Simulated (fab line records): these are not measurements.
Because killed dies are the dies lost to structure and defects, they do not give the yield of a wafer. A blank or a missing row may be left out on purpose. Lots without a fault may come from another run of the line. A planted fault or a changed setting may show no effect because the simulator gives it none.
fab line records	flow sfq_line
record lots=7	wafers=21	last_day=88
route steps=325 shown I6@276 M7@281
lots untouched by any fault: they come from a run of this same line in which no faults occurred
start_h: hours from the record's first day to the start of the lot's first wafer shown	wait_h: hours elapsed since this lot's preceding step	" as in the row above	L1.1+2: one row covering several wafers at once	- no value, or no start given	* or withheld: withheld	< > ~ a bound
route shown NAME@n: names a module that has steps shown in the file, with the first one's number in the route	usual: average and standard deviation across the fault-free wafers	same: alike in all rows	chamber/n: place in a boat	sites: each site's reading	_std_site: standard deviation across them	_edge_site: outer sites' mean less inner sites'	radius_mm: how far each site lies from the wafer's centre	mask NAME#n: copy n	behind: the tool/chamber that last shaped the wafer	hold: cause of the lot's hold/its duration in hours/its outcome	device: whichever transistor did not switch (one of n, p or np)	end of line: the tests these same wafers got at the end of their route	a step given without rows: its recipe and nothing more	killed: count of dies lost to structure and defects at first sort (not the wafer's yield)	map: a wafer's dies, x killed, . not, _ none there
set.NAME: the setting the step ran with; set.NAME@STEP: the setting that earlier step ran with	model.NAME: the simulator's own value behind a step, which no gauge read
lots at some steps of the route; a table a step, a row a wafer
services: when a tool's chamber went out of use (start_h, in hours from the record's first day, below 0 if earlier), for how many hours, and the reason
## steps
# step SFQ_I6_OVL_MEAS_942
# usual I6_OVL=0/4.4
lot.wafer	tool	chamber	start_h	wait_h	I6_OVL[nm]
L586.2	overlay-01	-	1809.17	0.1	-1
L586.3	"	-	"	"	3
L586.6	"	-	"	"	0
L588.1	overlay-02	-	1818.76	0.1	1
L588.2	"	-	"	"	0
L588.4	"	-	"	"	-1
L593.3	overlay-02	-	1833.17	0.1	-6
L593.4	"	-	"	"	2
L593.5	"	-	"	"	-2
L594.2	overlay-01	-	1834.36	0.1	2
L594.4	"	-	"	"	-2
L594.6	"	-	"	"	0
L595.1	overlay-01	-	1837.96	0.1	-2
L595.2	"	-	"	"	3
L595.5	"	-	"	"	3
L598.1	overlay-02	-	1850.02	0.1	-5
L598.2	"	-	"	"	-9
L598.3	"	-	"	"	6
L609.3	overlay-01	-	2033.42	0.1	2
L609.4	"	-	"	"	7
L609.6	"	-	"	"	12
# step SFQ_TRILAYER_I6_VIA_BARC_OPEN_VIA_ETCH_235
# recipe mask_material=PR	chemistry=O2	target_depth_nm=125	target=BARC	source_w=500	bias_w=80	pressure_mtorr=30	time_s=41.7
# usual bias_w=80.00/0.24	drypump_motor_current_A=5.8/0.7	oes_product_au=0.686/0.005
lot.wafer	tool	chamber	start_h	wait_h	bias_w	drypump_motor_current_A	oes_product_au	rf_hours_counter_h
L586.2	rie_diel-04	3	1809.20	0.0	79.86	6.6	0.690	2
L586.3	"	1	"	"	79.97	5.3	0.689	20
L586.6	"	2	"	"	79.93	5.5	0.691	-
L588.1	rie_diel-04	0	1818.79	0.0	80.05	5.4	0.684	19
L588.2	"	1	"	"	80.27	5.3	0.686	20
L588.4	"	3	"	"	79.90	6.6	0.679	2
L593.3	rie_diel-04	3	1833.19	0.0	80.34	6.6	0.690	2
L593.4	"	2	"	"	79.91	5.5	0.687	15
L593.5	"	1	"	"	79.82	5.4	0.695	-
L594.2	rie_diel-01	1	1834.39	0.0	80.06	4.8	0.686	11
L594.4	"	2	"	"	79.73	6.7	0.676	15
L594.6	"	0	"	"	79.81	5.2	0.676	-
L595.1	rie_diel-03	1	1837.99	0.0	79.91	6.6	0.684	12
L595.2	"	3	"	"	80.27	5.9	0.682	15
L595.5	"	3	"	"	79.95	5.9	0.684	-
L598.1	rie_diel-01	2	1850.05	0.0	79.66	6.7	0.684	15
L598.2	"	1	"	"	80.42	4.8	0.692	11
L598.3	"	3	"	"	80.23	6.8	0.673	1
L609.3	rie_diel-04	3	2033.44	0.0	79.68	6.6	0.681	5
L609.4	"	0	"	"	80.06	5.4	0.681	1
L609.6	"	0	"	"	79.96	5.4	0.685	-
# step SFQ_TRILAYER_I6_VIA_ETCH_VIA_ETCH_172
# recipe target=SiO2	stop_on=Nb	mask_material=PR	taper_deg=20	chemistry=CHF3	target_depth_nm=260	source_w=500	bias_w=80	pressure_mtorr=30	time_s=withheld
# usual bias_w=79.99/0.24	drypump_motor_current_A=5.8/0.7	oes_product_au=0.854/0.0049
lot.wafer	tool	chamber	start_h	wait_h	bias_w	drypump_motor_current_A	oes_product_au
L586.2	rie_diel-04	3	1809.24	0.0	79.93	6.6	0.844
L586.3	"	1	"	"	79.74	5.3	0.863
L586.6	"	2	"	"	79.53	5.5	0.856
L588.1	rie_diel-04	0	1818.83	0.0	79.69	5.3	0.848
L588.2	"	1	"	"	80.00	5.3	0.850
L588.4	"	3	"	"	79.78	6.6	0.855
L593.3	rie_diel-04	3	1833.23	0.0	80.21	6.6	0.852
L593.4	"	2	"	"	80.30	5.5	0.855
L593.5	"	1	"	"	80.14	5.3	0.853
L594.2	rie_diel-01	1	1834.43	0.0	80.16	4.8	0.843
L594.4	"	2	"	"	80.20	6.7	0.852
L594.6	"	0	"	"	79.96	5.3	0.853
L595.1	rie_diel-03	1	1838.03	0.0	79.77	6.6	0.851
L595.2	"	3	"	"	80.16	5.9	0.847
L595.5	"	3	"	"	80.13	5.9	0.846
L598.1	rie_diel-01	2	1850.09	0.0	79.74	6.7	0.859
L598.2	"	1	"	"	79.93	4.8	0.862
L598.3	"	3	"	"	79.82	6.8	0.850
L609.3	rie_diel-04	3	2033.48	0.0	80.21	6.6	0.854
L609.4	"	0	"	"	79.89	5.3	0.859
L609.6	"	0	"	"	79.56	5.4	0.852
# step SFQ_TRILAYER_I6_VIA_STRIP_STRIP_173
# recipe gas=O2	power_w=200	platen_temp_c=40	overash_fraction=0.65	chemistry=O2	pressure_mtorr=50
# usual drypump_motor_current_A=5.63/0.17	he_backside_leak_sccm=3.53/0.27	oes_product_au=1.004/0.0098
lot.wafer	tool	chamber	start_h	wait_h	drypump_motor_current_A	he_backside_leak_sccm	oes_product_au	rf_hours_counter_h
L586.2	rie_metal-04	1	1809.55	-	5.93	3.60	0.998	-
L586.3	"	1	"	"	5.93	3.29	0.986	-
L586.6	"	1	"	"	5.93	3.73	0.981	-
L588.1	rie_metal-01	0	1818.95	-	5.57	3.53	0.992	44
L588.2	"	0	"	"	5.60	3.60	0.990	-
L588.4	"	0	"	"	5.59	3.58	0.989	-
L593.3	rie_metal-04	1	1833.75	-	5.92	3.28	0.994	-
L593.4	"	1	"	"	5.92	3.53	0.997	-
L593.5	"	1	"	"	5.93	3.34	1.002	-
L594.2	rie_metal-02	0	1834.55	-	5.73	3.83	1.004	20
L594.4	"	0	"	"	5.72	3.58	1.002	-
L594.6	"	1	"	"	5.40	3.47	1.018	-
L595.1	rie_metal-01	0	1838.15	-	5.59	3.58	0.999	50
L595.2	"	1	"	"	5.60	3.62	0.997	0
L595.5	"	0	"	"	5.58	3.57	1.002	-
L598.1	rie_metal-04	0	1850.21	-	5.79	3.09	0.992	2
L598.2	"	0	"	"	5.81	2.96	0.989	-
L598.3	"	0	"	"	5.79	3.23	1.004	-
L609.3	rie_metal-01	1	2033.79	-	5.60	3.16	1.002	-
L609.4	"	0	"	"	5.58	3.62	0.995	-
L609.6	"	0	"	"	5.58	3.62	1.005	-
# step SFQ_TRILAYER_I6_VIA_STRIP_SOLV_CLEAN_174
# recipe chemistry=NMP	temp_c=70	time_s=600
# step SFQ_TRILAYER_M7_DEP_PRE_CLEAN_176
# recipe gas=Ar	time_s=22.5	bias_v=250
# step SFQ_TRILAYER_M7_DEP_SPUTTER_175
# recipe material=Nb	base_pressure_pa=1.33e-06	chamber_pressure_pa=0.1333	substrate_temp_c=20	target_thk_nm=200	power_w=2000	time_s=133.3
# usual substrate_temp_c=20.01/0.11	throttle_valve_pct=29.8/1
lot.wafer	tool	chamber	start_h	wait_h	substrate_temp_c	throttle_valve_pct
L586.2	pvd_sputter-06	-	1810.75	0.0	19.96	31.0
L586.3	"	-	"	"	19.90	31.1
L586.6	"	-	"	"	19.92	30.3
L588.1	pvd_sputter-04	-	1820.35	0.0	19.95	28.0
L588.2	"	-	"	"	19.97	29.8
L588.4	"	-	"	"	19.83	30.7
L593.3	pvd_sputter-04	-	1834.75	0.0	19.94	29.6
L593.4	"	-	"	"	20.00	31.0
L593.5	"	-	"	"	20.02	27.6
L594.2	pvd_sputter-04	-	1835.35	0.0	19.86	29.6
L594.4	"	-	"	"	20.15	29.6
L594.6	"	-	"	"	19.90	29.8
L595.1	pvd_sputter-04	-	1838.95	0.0	19.91	29.4
L595.2	"	-	"	"	20.25	27.7
L595.5	"	-	"	"	19.76	29.5
L598.1	pvd_sputter-05	-	1851.61	0.0	19.91	30.0
L598.2	"	-	"	"	19.84	28.5
L598.3	"	-	"	"	20.10	30.5
L609.3	pvd_sputter-05	-	2034.40	0.0	20.21	28.5
L609.4	"	-	"	"	20.11	29.2
L609.6	"	-	"	"	19.98	30.2
# step SFQ_M7_RS_MEAS_943
# recipe thk_meas_gauge=four-point-probe	reads=Nb_of_TRILAYER_M7_DEP_SPUTTER_175
# usual M7_NB_RS=0.885/0.01
lot.wafer	tool	chamber	start_h	wait_h	M7_NB_RS[ohm/sq]
L586.2	film_metro-04	-	1810.86	0.1	0.878
L586.3	"	-	"	"	0.886
L586.6	"	-	"	"	0.873
L588.1	film_metro-02	-	1820.44	0.0	0.897
L588.2	"	-	"	"	0.881
L588.4	"	-	"	"	0.886
L593.3	film_metro-03	-	1834.88	0.1	0.885
L593.4	"	-	"	"	0.893
L593.5	"	-	"	"	0.901
L594.2	film_metro-04	-	1835.46	0.1	0.879
L594.4	"	-	"	"	0.880
L594.6	"	-	"	"	0.881
L595.1	film_metro-04	-	1839.04	0.0	0.886
L595.2	"	-	"	"	0.902
L595.5	"	-	"	"	0.883
L598.1	film_metro-03	-	1851.70	0.0	0.882
L598.2	"	-	"	"	0.878
L598.3	"	-	"	"	0.887
L609.3	film_metro-03	-	2034.54	0.1	0.888
L609.4	"	-	"	"	0.884
L609.6	"	-	"	"	0.902
# step SFQ_TRILAYER_M7_LITHO_COAT_182
# recipe resist=BARC	spin_rpm=3000	resist_thk_nm=62
# step SFQ_TRILAYER_M7_LITHO_COAT_177
# recipe resist=KrF	spin_rpm=3000	resist_thk_nm=600
# step SFQ_TRILAYER_M7_LITHO_SOFTBAKE_181
# recipe temp_c=withheld	time_s=withheld	resist=KrF
# step SFQ_TRILAYER_M7_LITHO_EXPOSE_178
# recipe mask_id=M7	na=0.6	source_shape=conventional	sigma_outer=0.65	target_cd_nm=500	dose_mj=14.4
# usual exposure_dose_mJ_cm2=14.400/0.014
lot.wafer	tool	chamber	start_h	wait_h	mask	exposure_dose_mJ_cm2
L586.2	krf_scanner-01	0	1815.06	-	M7#0	14.407
L586.3	"	0	"	"	M7#0	14.383
L586.6	"	0	"	"	M7#0	14.404
L588.1	krf_scanner-01	0	1824.46	-	M7#0	14.414
L588.2	"	0	"	"	M7#0	14.383
L588.4	"	0	"	"	M7#0	14.396
L593.3	krf_scanner-01	0	1838.06	-	M7#0	14.964
L593.4	"	0	"	"	M7#0	14.980
L593.5	"	0	"	"	M7#0	14.992
L594.2	krf_scanner-01	0	1839.06	-	M7#0	14.988
L594.4	"	0	"	"	M7#0	14.982
L594.6	"	0	"	"	M7#0	14.954
L595.1	krf_scanner-01	0	1841.26	-	M7#0	14.987
L595.2	"	0	"	"	M7#0	14.963
L595.5	"	0	"	"	M7#0	14.976
L598.1	krf_scanner-02	0	1854.03	-	M7#0	14.402
L598.2	"	0	"	"	M7#0	14.390
L598.3	"	0	"	"	M7#0	14.390
L609.3	krf_scanner-02	0	2099.61	-	M7#0	14.397
L609.4	"	0	"	"	M7#0	14.395
L609.6	"	0	"	"	M7#0	14.407
# step SFQ_TRILAYER_M7_LITHO_PEB_180
# recipe peb_temp_c=115	peb_time_s=60	resist=KrF
# step SFQ_TRILAYER_M7_LITHO_DEVELOP_179
# recipe time_s=60	resist=KrF
# step SFQ_M7_OVL_MEAS_945
# usual M7_OVL=0/5.1
lot.wafer	tool	chamber	start_h	wait_h	M7_OVL[nm]
L586.2	overlay-02	-	1816.57	0.1	8
L586.3	"	-	"	"	5
L586.6	"	-	"	"	8
L588.1	overlay-02	-	1825.96	0.1	0
L588.2	"	-	"	"	-2
L588.4	"	-	"	"	-2
L593.3	overlay-01	-	1839.17	0.1	-10
L593.4	"	-	"	"	-2
L593.5	"	-	"	"	-7
L594.2	overlay-01	-	1840.36	0.1	-12
L594.4	"	-	"	"	-5
L594.6	"	-	"	"	-4
L595.1	overlay-01	-	1842.76	0.1	-4
L595.2	"	-	"	"	-2
L595.5	"	-	"	"	-9
L598.1	overlay-02	-	1855.53	0.1	4
L598.2	"	-	"	"	1
L598.3	"	-	"	"	3
L609.3	overlay-02	-	2100.72	0.1	4
L609.4	"	-	"	"	3
L609.6	"	-	"	"	-1
# step SFQ_TRILAYER_M7_BARC_OPEN_METAL_ETCH_229
# recipe mask_material=PR	chemistry=O2	target_depth_nm=125	target=BARC	icp_w=600	bias_w=80	pressure_mtorr=10	time_s=41.7
# usual bias_w=80.00/0.21	drypump_motor_current_A=5.7/0.32	he_backside_leak_sccm=3.57/0.25	oes_product_au=0.685/0.0048
lot.wafer	tool	chamber	start_h	wait_h	bias_w	drypump_motor_current_A	he_backside_leak_sccm	oes_product_au	rf_hours_counter_h	model.M7.cd_nm
L586.2	rie_metal-01	0	1816.61	0.0	79.92	5.6	3.63	0.684	-	498.1
L586.3	"	0	"	"	80.31	5.6	3.61	0.686	-	499.8
L586.6	"	0	"	"	80.18	5.6	3.67	0.688	-	500
L588.1	rie_metal-01	0	1825.99	0.0	79.92	5.6	3.54	0.675	46	498.9
L588.2	"	0	"	"	79.79	5.6	3.58	0.687	-	500.2
L588.4	"	0	"	"	79.74	5.6	3.50	0.684	-	499.9
L593.3	rie_metal-02	0	1839.21	0.0	79.91	5.7	3.68	0.687	-	490.4
L593.4	"	1	"	"	80.14	5.4	3.56	0.682	-	492.3
L593.5	"	0	"	"	79.76	5.7	3.38	0.685	-	492.8
L594.2	rie_metal-01	0	1840.39	0.0	80.09	5.6	3.51	0.687	50	495.4
L594.4	"	0	"	"	79.89	5.6	3.46	0.694	-	494.5
L594.6	"	1	"	"	80.01	5.6	3.66	0.688	-	496.2
L595.1	rie_metal-03	1	1842.79	0.0	80.07	6.0	3.70	0.693	110	494.2
L595.2	"	0	"	"	80.02	6.4	3.33	0.686	45	494.9
L595.5	"	0	"	"	80.00	6.4	3.22	0.684	-	494.9
L598.1	rie_metal-02	0	1855.57	0.0	79.84	5.7	3.53	0.686	24	499.3
L598.2	"	1	"	"	80.17	5.4	3.51	0.688	75	499.8
L598.3	"	1	"	"	79.94	5.4	3.54	0.682	-	500
L609.3	rie_metal-01	0	2100.77	0.0	79.95	5.6	3.47	0.687	-	500.8
L609.4	"	1	"	"	79.82	5.6	3.95	0.682	-	502.4
L609.6	"	1	"	"	80.16	5.6	3.78	0.690	-	501.7
# step SFQ_TRILAYER_M7_ETCH_METAL_ETCH_180
# recipe target=Nb	stop_on=SiO2	mask_material=PR	chemistry=Cl2/Ar	target_depth_nm=240	icp_w=600	bias_w=80	pressure_mtorr=10	time_s=120
# usual bias_w=79.97/0.26	drypump_motor_current_A=5.7/0.32	he_backside_leak_sccm=3.6/0.38	oes_product_au=0.896/0.0081
lot.wafer	tool	chamber	start_h	wait_h	bias_w	drypump_motor_current_A	he_backside_leak_sccm	oes_product_au	rf_hours_counter_h	model.M7.cd_nm
L586.2	rie_metal-01	0	1816.76	0.1	79.86	5.6	3.6	0.905	-	495.6
L586.3	"	0	"	"	80.01	5.6	3.4	0.900	-	497
L586.6	"	0	"	"	79.99	5.6	3.6	0.898	-	497.2
L588.1	rie_metal-01	0	1826.11	0.1	80.34	5.6	3.7	0.897	46	494.1
L588.2	"	0	"	"	80.37	5.6	3.6	0.899	-	497.2
L588.4	"	0	"	"	80.27	5.6	3.5	0.903	-	496.1
L593.3	rie_metal-02	0	1839.30	0.1	79.68	5.7	3.7	0.891	-	492.2
L593.4	"	1	"	"	80.16	5.4	3.4	0.895	-	491.4
L593.5	"	0	"	"	80.15	5.7	3.5	0.890	-	493.3
L594.2	rie_metal-01	0	1840.45	0.0	79.63	5.6	3.6	0.901	50	492.4
L594.4	"	0	"	"	80.07	5.6	3.7	0.903	-	491.7
L594.6	"	1	"	"	79.67	5.6	3.3	0.886	-	498.4
L595.1	rie_metal-03	1	1842.85	0.0	80.46	6.0	4.0	0.904	110	493.7
L595.2	"	0	"	"	80.07	6.4	3.6	0.895	45	494.1
L595.5	"	0	"	"	80.11	6.5	3.5	0.895	-	493.5
L598.1	rie_metal-02	0	1855.63	0.0	79.73	5.8	3.6	0.894	24	501
L598.2	"	1	"	"	79.81	5.4	3.5	0.902	75	500
L598.3	"	1	"	"	79.85	5.4	3.5	0.903	-	499.7
L609.3	rie_metal-01	0	2100.85	0.1	79.98	5.6	3.7	0.899	-	501.4
L609.4	"	1	"	"	79.73	5.6	3.4	0.895	-	505.6
L609.6	"	1	"	"	79.98	5.6	3.7	0.890	-	504
# step SFQ_TRILAYER_M7_STRIP_STRIP_181
# recipe gas=O2	power_w=200	platen_temp_c=40	overash_fraction=0.65	chemistry=O2	pressure_mtorr=50
# usual drypump_motor_current_A=5.7/0.32	he_backside_leak_sccm=3.6/0.3	oes_product_au=1.003/0.0088
lot.wafer	tool	chamber	start_h	wait_h	drypump_motor_current_A	he_backside_leak_sccm	oes_product_au	rf_hours_counter_h
L586.2	rie_metal-01	0	1817.16	0.4	5.6	3.7	1.012	-
L586.3	"	0	"	"	5.6	3.6	0.993	-
L586.6	"	0	"	"	5.6	3.7	1.004	-
L588.1	rie_metal-01	0	1826.36	0.2	5.6	3.5	0.993	46
L588.2	"	0	"	"	5.6	3.6	0.999	-
L588.4	"	0	"	"	5.6	3.6	0.998	-
L593.3	rie_metal-02	0	1839.58	0.2	5.7	3.5	0.997	-
L593.4	"	1	"	"	5.4	3.7	1.009	-
L593.5	"	0	"	"	5.7	3.6	1.007	-
L594.2	rie_metal-01	0	1840.58	0.1	5.6	3.5	1.008	50
L594.4	"	0	"	"	5.6	3.5	0.997	-
L594.6	"	1	"	"	5.6	3.5	0.998	-
L595.1	rie_metal-03	1	1843.02	0.1	6.0	3.9	1.010	110
L595.2	"	0	"	"	6.5	3.6	0.980	46
L595.5	"	0	"	"	6.5	3.8	0.997	-
L598.1	rie_metal-02	0	1855.75	0.1	5.7	3.2	1.000	24
L598.2	"	1	"	"	5.4	3.7	1.009	75
L598.3	"	1	"	"	5.4	3.6	1.030	-
L609.3	rie_metal-01	0	2101.13	0.2	5.6	3.8	0.995	-
L609.4	"	1	"	"	5.6	3.7	0.991	-
L609.6	"	1	"	"	5.6	3.8	0.997	-
## services
tool	chamber	start_h	hours	kind
krf_scanner-01	-	1790.93	1.0	pm
rie_diel-01	-	1793.11	2.8	pm
rie_diel-01	3	1797.68	2.1	repair
rie_diel-04	1	1798.58	10.6	repair
rie_diel-01	1	1800.83	5.4	repair
rie_metal-01	1	1801.42	16.4	repair
rie_diel-04	1	1821.77	6.1	repair
rie_metal-01	-	1823.96	1.4	pm
krf_scanner-01	-	1858.12	21.0	pm
rie_diel-04	0	1869.73	4.6	repair
rie_diel-01	3	1870.06	10.9	repair
rie_metal-01	1	1884.81	6.7	repair
rie_diel-01	1	1888.55	1.8	repair
krf_scanner-01	-	1930.93	0.6	repair
krf_scanner-01	-	1936.37	1.3	pm
rie_diel-01	1	1942.32	6.1	repair
rie_metal-02	1	1943.80	9.8	repair
krf_scanner-01	-	1959.39	1.0	pm
krf_scanner-01	-	1973.56	4.0	pm
krf_scanner-01	-	1982.38	0.8	pm
rie_diel-04	0	1982.87	3.7	repair
krf_scanner-01	-	1984.33	4.4	pm
krf_scanner-01	-	2076.08	0.4	repair
krf_scanner-01	-	2079.94	0.3	repair
## key
first_sign step=SFQ_TRILAYER_M7_LITHO_EXPOSE_178	reading=exposure_dose_mJ_cm2	direction=up	sigmas=42	usual=14.400	struck=14.976
effect none on later readings
model_effect step=SFQ_TRILAYER_M7_BARC_OPEN_METAL_ETCH_229	value=M7.cd_nm	without=500.2	struck=494
model_effect step=SFQ_TRILAYER_M7_ETCH_METAL_ETCH_180	value=M7.cd_nm	without=499.6	struck=493.4
met_at SFQ_TRILAYER_M7_LITHO_EXPOSE_178
struck_wafers L593.3,L593.4,L593.5,L594.2,L594.4,L594.6,L595.1,L595.2,L595.5
onset_between 1824.46 1838.06
fault kind=process_parameter_drift	tool=krf_scanner-01	chamber=-	onset_h=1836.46	steps=SFQ_TRILAYER_M7_LITHO_EXPOSE_178	channel=dose_mj	offset=0.57059	shape=step	acts_in=these_recipes_only	stated=14.4
